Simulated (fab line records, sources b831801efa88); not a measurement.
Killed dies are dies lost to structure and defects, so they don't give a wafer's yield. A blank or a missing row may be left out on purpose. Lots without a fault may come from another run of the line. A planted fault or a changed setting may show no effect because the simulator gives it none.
fab line records | flow gf180mcu
record lots=6 wafers=18 last_day=35
route steps=602 shown V5@551
lots that met no fault: from a run of the same line without faults
start_h: hours from the record's first day to the start of the lot's first wafer shown | wait_h: hours since the lot's step before | " the same as in the row above | L1.1+2: a row that stands for several wafers | - no value, or no start given | * or withheld: withheld | < > ~ a bound
route shown NAME@n: a module of which the file shows steps, and the number in the route of the first | usual: mean/standard deviation of fault-free wafers | same: alike in all rows | chamber/n: place in a boat | sites: the reading at each site | _std_site: their standard deviation | _edge_site: outer sites' mean less inner sites' | radius_mm: how far each site lies from the wafer's centre | mask NAME#n: copy n | behind: the tool/chamber that last shaped the wafer | hold: why the lot was held/for how many hours/how that ended | device: the transistor (n, p or np) that didn't switch | end of line: the same wafers' tests at the end of the route | a step without rows: its recipe alone | killed: dies lost to structure and defects at the first sort, not the wafer's yield | map: a wafer's dies, x killed, . not, _ none there
set.NAME: the setting as run; set.NAME@STEP: as run at that earlier step | model.NAME: the simulator's own value behind a step, which no gauge read
lots at some steps of the route; a table a step, a row a wafer
services: from which hour (start_h, from the record's first day; less than 0 if before it) a tool's chamber was out of use, for how many hours, and why
## steps
# step GF_V5_EXPOSE_11
# recipe mask_id=Via5 target_cd_nm=260 na=0.68 source_shape=conventional sigma_outer=0.6 dose_mj=38
# step GF_V5_PEB_12
# recipe peb_temp_c=135 peb_time_s=90 resist=KrF
# step GF_V5_DEVELOP_13
# recipe develop_time_s=60 resist=KrF dev_temp_c=21
# step GF_V5_CD_MEAS_14
# recipe target_cd_nm=260
# usual cd_nm=259.6/1.2
# columns lot.wafer tool chamber start_h wait_h cd_nm
L881.3 cd_sem-01 - 655.01 0.1 261.3
L881.4 " - " " 260.7
L881.6 " - " " 259.7
L886.2 cd_sem-02 - 695.88 0.3 259.0
L886.5 " - " " 259.6
L886.6 " - " " 258.5
L891.2 cd_sem-01 - 722.39 0.1 259.8
L891.5 " - " " 260.0
L891.6 " - " " 261.3
L892.1 cd_sem-02 - 733.17 0.1 258.6
L892.2 " - " " 259.0
L892.4 " - " " 258.7
L901.1 cd_sem-02 - 785.46 0.1 257.6
L901.3 " - " " 257.7
L901.5 " - " " 258.7
L903.1 cd_sem-02 - 796.21 0.1 260.2
L903.4 " - " " 260.9
L903.5 " - " " 260.5
# step GF_V5_OVL_MEAS_15
# usual V5_OVL=3/6.7
# columns lot.wafer tool chamber start_h wait_h V5_OVL[nm]
L881.3 overlay-01 - 655.11 0.1 0
L881.4 " - " " 7
L881.6 " - " " -1
L886.2 overlay-01 - 695.98 0.1 1
L886.5 " - " " 8
L886.6 " - " " 5
L891.2 overlay-01 - 722.50 0.1 2
L891.5 " - " " -5
L891.6 " - " " 14
L892.1 overlay-01 - 733.29 0.1 5
L892.2 " - " " 8
L892.4 " - " " 12
L901.1 overlay-01 - 785.58 0.1 10
L901.3 " - " " 6
L901.5 " - " " 12
L903.1 overlay-01 - 796.33 0.1 15
L903.4 " - " " -1
L903.5 " - " " 12
# step GF_V5_ETCH_16
# recipe chemistry=N2/H2 target_depth_a=withheld overetch_a=withheld time_s=withheld target=BARC ion_energy_ev=200 source_w=500 bias_w=100 pressure_mtorr=30 n2_flow_sccm=100 h2_flow_sccm=200
# usual drypump_motor_current_A=5.8/0.44 oes_product_au=0.855/0.0052 throttle_valve_pct=13.226/0.0092
# columns lot.wafer tool chamber start_h wait_h drypump_motor_current_A oes_product_au throttle_valve_pct
L881.3 rie_diel-01 0 655.13 0.0 6.4 0.856 13.231
L881.4 " 3 " " 6.1 0.851 13.226
L881.6 " 0 " " 6.3 0.855 13.225
L886.2 rie_diel-01 1 696.01 0.0 6.4 0.857 13.228
L886.5 " 2 " " 6.1 0.858 13.229
L886.6 " 3 " " 6.0 0.863 13.228
L891.2 rie_diel-03 3 722.53 0.0 5.4 0.849 13.227
L891.5 " 2 " " 6.0 0.847 13.239
L891.6 " 3 " " 5.3 0.851 13.227
L892.1 rie_diel-03 3 733.33 0.0 5.4 0.858 13.223
L892.2 " 2 " " 6.0 0.853 13.228
L892.4 " 1 " " 5.8 0.849 13.220
L901.1 rie_diel-04 3 785.62 0.0 5.9 0.851 13.227
L901.3 " 2 " " 5.8 0.850 13.234
L901.5 " 3 " " 5.9 0.857 13.233
L903.1 rie_diel-04 3 796.37 0.0 5.9 0.856 13.232
L903.4 " 3 " " 5.9 0.861 13.221
L903.5 " 1 " " 4.6 0.866 13.223
# step GF_V5_ETCH_17
# recipe chemistry=C4F8/O2/Ar mask_material=KrF target=SiO2 stop_on=TiN source_w=1500 bias_w=1200 pressure_mtorr=40 c4f8_flow_sccm=withheld O2_flow_sccm=6 Ar_flow_sccm=300 time_s=withheld target_depth_a=8550
# usual oes_product_au=0.859/0.0044
# columns lot.wafer tool chamber start_h wait_h oes_product_au
L881.3 rie_diel-01 0 - - 0.853
L881.4 " 3 " " 0.851
L881.6 " 0 " " 0.859
L886.2 rie_diel-01 1 - - 0.860
L886.5 " 2 " " 0.854
L886.6 " 3 " " 0.856
L891.2 rie_diel-03 3 - - 0.864
L891.5 " 2 " " 0.867
L891.6 " 3 " " 0.869
L892.1 rie_diel-03 3 - - 0.860
L892.2 " 2 " " 0.860
L892.4 " 1 " " 0.854
L901.1 rie_diel-04 3 - - 0.865
L901.3 " 2 " " 0.854
L901.5 " 3 " " 0.872
L903.1 rie_diel-04 3 - - 0.866
L903.4 " 3 " " 0.857
L903.5 " 1 " " 0.864
# step GF_V5_STRIP_18
# recipe chemistry=O2/N2 power_w=1400 pressure_mtorr=1500 platen_temp_c=250 o2_flow_sccm=3000 n2_flow_sccm=300 overash_fraction=0.5
# usual drypump_motor_current_A=5.6/0.34 heater_power_w=333/35 oes_product_au=0.568/0.0045
# same overash_fraction=0.5
# columns lot.wafer tool chamber start_h wait_h drypump_motor_current_A heater_power_w oes_product_au rf_hours_counter_h
L881.3 plasma_asher-01 0 655.32 - 5.6 384 0.570 -
L881.4 " 1 " " 5.2 334 0.570 -
L881.6 " 0 " " 5.6 376 0.569 -
L886.2 plasma_asher-02 1 696.16 - 6.2 379 0.564 29
L886.5 " 1 " " 6.2 370 0.575 -
L886.6 " 0 " " 5.3 337 0.563 -
L891.2 plasma_asher-03 0 722.68 - 5.7 324 0.574 91
L891.5 " 0 " " 5.7 326 0.566 -
L891.6 " 1 " " 5.5 283 0.572 -
L892.1 plasma_asher-02 1 733.48 - 6.2 368 0.566 33
L892.2 " 0 " " 5.3 334 0.571 33
L892.4 " 0 " " 5.3 329 0.576 -
L901.1 plasma_asher-03 1 785.85 - 5.5 272 0.572 97
L901.3 " 1 " " 5.5 278 0.570 -
L901.5 " 0 " " 5.7 333 0.564 -
L903.1 plasma_asher-01 0 796.52 - 5.6 366 0.570 6
L903.4 " 1 " " 5.3 295 0.568 -
L903.5 " 1 " " 5.3 286 0.579 -
# step GF_V5_STRIP_19
# recipe chemistry=post_etch_residue_remover time_s=1200 temp_c=72.5
# step GF_V5_CLEAN_20
# recipe chemistry=DIW dry=n2_spin
# step GF_V5_SPUTTER_21
# recipe material=Ti target_thk_nm=15 chamber_pressure_pa=5 power_w=2500 substrate_temp_c=200 time_s=80.02
# usual substrate_temp_c=200.00/0.16 throttle_valve_pct=30.0/0.88
# same time_s=80.02
# columns lot.wafer tool chamber start_h wait_h substrate_temp_c throttle_valve_pct
L881.3 pvd_sputter-01 - 655.82 0.0 199.96 29.8
L881.4 " - " " 199.99 30.5
L881.6 " - " " 199.88 30.2
L886.2 pvd_sputter-04 - 696.70 0.0 199.86 29.8
L886.5 " - " " 200.08 29.7
L886.6 " - " " 199.99 30.1
L891.2 pvd_sputter-02 - 723.22 0.0 199.97 30.8
L891.5 " - " " 200.11 29.0
L891.6 " - " " 199.97 30.8
L892.1 pvd_sputter-01 - 734.02 0.0 199.86 30.4
L892.2 " - " " 200.26 29.4
L892.4 " - " " 199.91 30.1
L901.1 pvd_sputter-01 - 786.38 0.0 199.91 29.7
L901.3 " - " " 200.11 29.4
L901.5 " - " " 200.02 29.9
L903.1 pvd_sputter-04 - 797.06 0.0 200.01 29.9
L903.4 " - " " 200.03 29.6
L903.5 " - " " 200.02 28.5
# step GF_V5_SPUTTER_22
# recipe material=TiN target_thk_nm=10 chamber_pressure_pa=5 power_w=4000 time_s=40
# usual throttle_valve_pct=30.0/0.86
# same time_s=40
# columns lot.wafer tool chamber start_h wait_h throttle_valve_pct
L881.3 pvd_sputter-01 - 655.88 0.0 29.6
L881.4 " - " " 30.7
L881.6 " - " " 30.1
L886.2 pvd_sputter-04 - 696.76 0.0 30.1
L886.5 " - " " 29.6
L886.6 " - " " 30.0
L891.2 pvd_sputter-02 - 723.28 0.0 30.8
L891.5 " - " " 29.2
L891.6 " - " " 30.7
L892.1 pvd_sputter-01 - 734.08 0.0 30.4
L892.2 " - " " 29.4
L892.4 " - " " 30.0
L901.1 pvd_sputter-01 - 786.44 0.0 29.8
L901.3 " - " " 29.6
L901.5 " - " " 29.6
L903.1 pvd_sputter-04 - 797.12 0.0 30.1
L903.4 " - " " 29.8
L903.5 " - " " 28.7
# step GF_V5_CVD_23
# recipe material=W target_thk_nm=350 time_s=104.9 temp_c=400 pressure_torr=40
# usual chamber_pressure_Torr=40.00/0.09 heater_power_outer_w=560/70 heater_power_w=919/140 time_s=104.9/0
# columns lot.wafer tool chamber start_h wait_h chamber_pressure_Torr heater_power_outer_w heater_power_w since_wet_clean_h time_s
L881.3 cvd_w-02 0 655.95 0.1 39.85 662 1071 - 104.9
L881.4 " 1 " " 39.98 609 1014 - 104.9
L881.6 " 0 " " 40.03 644 1074 - 104.9
L886.2 cvd_w-02 1 696.80 0.0 40.06 614 1015 793 104.9
L886.5 " 0 " " 39.87 638 1098 - 104.9
L886.6 " 1 " " 40.01 612 1037 - 104.9
L891.2 cvd_w-02 0 723.35 0.1 - - - - -
L891.5 " 0 " " - - - - -
L891.6 " 0 " " - - - - -
L892.1 cvd_w-01 1 734.12 0.0 - - - - -
L892.2 " 0 " " - - - - -
L892.4 " 1 " " - - - - -
L901.1 cvd_w-01 0 786.48 0.0 40.01 473 765 382 104.9
L901.3 " 1 " " 40.02 535 856 - 104.9
L901.5 " 1 " " 39.99 523 855 - 104.9
L903.1 cvd_w-02 0 797.16 0.0 40.02 632 1107 893 104.9
L903.4 " 0 " " 39.90 647 1079 - 104.9
L903.5 " 1 " " 39.94 609 1046 - 104.9
# step GF_V5_RS_MEAS_24
# recipe thk_meas_gauge=four-point-probe reads=W_of_V5_CVD_23+TiN_of_V5_SPUTTER_22+Ti_of_V5_SPUTTER_21
# usual V5_W_RS=0.330/0.0035
# columns lot.wafer tool chamber start_h wait_h V5_W_RS[ohm/sq]
L881.3 film_metro-03 - 656.07 0.1 0.333
L881.4 " - " " 0.335
L881.6 " - " " 0.334
L886.2 film_metro-01 - 696.93 0.1 0.333
L886.5 " - " " 0.328
L886.6 " - " " 0.330
L891.2 film_metro-01 - 723.56 0.2 44.238
L891.5 " - " " 44.022
L891.6 " - " " 43.853
L892.1 film_metro-01 - 734.23 0.1 43.110
L892.2 " - " " 43.134
L892.4 " - " " 42.917
L901.1 film_metro-01 - 786.60 0.1 0.333
L901.3 " - " " 0.334
L901.5 " - " " 0.334
L903.1 film_metro-04 - 797.27 0.1 0.327
L903.4 " - " " 0.331
L903.5 " - " " 0.331
# step GF_V5_THK_MEAS_25
# recipe thk_meas_gauge=xrf reads=W_of_V5_CVD_23
# usual V5_W_THK=366/4.3
# columns lot.wafer tool chamber start_h wait_h V5_W_THK[nm]
L881.3 film_metro-03 - 656.17 0.1 364
L881.4 " - " " 358
L881.6 " - " " 364
L886.2 film_metro-01 - 697.04 0.1 361
L886.5 " - " " 366
L886.6 " - " " 365
L891.2 film_metro-01 - 723.67 0.1 -
L891.5 " - " " <0
L891.6 " - " " -
L892.1 film_metro-01 - 734.35 0.1 <0
L892.2 " - " " <0
L892.4 " - " " <0
L901.1 film_metro-01 - 786.72 0.1 360
L901.3 " - " " 361
L901.5 " - " " 358
L903.1 film_metro-04 - 797.39 0.1 372
L903.4 " - " " 369
L903.5 " - " " 368
# step GF_V5_CMP_26
# recipe stop_on=SiO2 down_force_psi=3.5 platen_rpm=60 t_overpolish_s=15 target_thk_nm=0 pad_velocity_m_s=0.94248
# usual motor_current_A=11.2/0.84 time_to_endpoint_s=82.2/2.7
# columns lot.wafer tool chamber start_h wait_h motor_current_A time_to_endpoint_s
L881.4 cmp-02 1 656.28 0.1 10.6 82.2
L881.3 " 2 " " 12.3 80.3
L881.6 " 1 " " 9.9 83.1
L886.2 cmp-01 0 697.19 0.1 12.0 88.7
L886.6 " 2 " " 10.8 79.6
L886.5 " 3 " " 12.1 83.1
L891.2 cmp-02 3 723.77 0.1 11.7 0.0
L891.6 " 2 " " 12.7 1.5
L891.5 " 3 " " 11.5 0.9
L892.4 cmp-02 0 734.41 0.0 10.7 1.0
L892.1 " 1 " " 10.0 0.9
L892.2 " 3 " " 11.7 0.3
L901.3 cmp-01 1 787.61 0.9 11.8 81.8
L901.1 " 0 " " 12.0 85.2
L901.5 " 2 " " 10.8 81.8
L903.1 cmp-01 0 797.45 0.1 11.8 83.7
L903.4 " 2 " " 10.7 78.6
L903.5 " 1 " " 11.1 81.2
## services
# columns tool chamber start_h hours kind
cmp-01 - 660.39 1.3 repair
cmp-02 - 666.09 0.9 repair
rie_diel-01 1 683.52 4.8 repair
cvd_w-02 - 689.87 6.9 pm
cmp-01 - 707.55 0.5 repair
cmp-01 - 711.03 11.3 pm
cvd_w-02 1 721.27 4.2 repair
rie_diel-01 - 722.44 14.6 pm
cmp-01 - 727.04 2.0 repair
cmp-01 - 729.32 0.3 repair
cmp-01 - 737.57 2.3 repair
cmp-02 - 739.86 5.6 pm
cmp-01 - 744.11 4.0 pm
pvd_sputter-04 - 751.20 1.3 repair
pvd_sputter-04 - 759.40 1.2 repair
rie_diel-04 - 760.68 2.8 pm
rie_diel-01 - 762.84 2.8 pm
rie_diel-03 3 768.57 6.0 repair
rie_diel-04 1 770.33 20.6 repair
rie_diel-04 0 781.68 4.1 repair
cmp-02 - 782.53 5.6 pm
cmp-02 - 789.30 1.1 repair
cmp-02 - 790.80 2.7 repair
rie_diel-04 2 794.92 9.9 repair
## key
first_sign step=GF_V5_CVD_23 reading=tool_record direction=missing
effect step=GF_V5_RS_MEAS_24 reading=V5_W_RS direction=up sigmas=99+ usual=0.330 struck=43.546
effect step=GF_V5_THK_MEAS_25 reading=V5_W_THK direction=down sigmas=85 usual=366 struck=<0
effect step=GF_V5_CMP_26 reading=time_to_endpoint_s direction=down sigmas=30 usual=* struck=*
met_at GF_V5_CVD_23
struck_wafers L891.2,L891.5,L891.6,L892.1,L892.2,L892.4
later_rows_left_out L891.2,L891.5,L891.6,L892.1,L892.2,L892.4
sort_left_out L891.2,L891.5,L891.6,L892.1,L892.2,L892.4
onset_between 696.80 723.35
fault kind=skipped_step_whole tool=cvd_w-01,cvd_w-02 chamber=- onset_h=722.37 steps=GF_V5_CVD_23 scope=struck_lots_only
# sort_left_out: the simulated sort isn't trusted on such a fault, so these wafers' sort isn't shown, and their yield isn't known
# later_rows_left_out: the simulator's readings of these wafers behind a module that went badly wrong aren't trusted and aren't shown, but for the sort
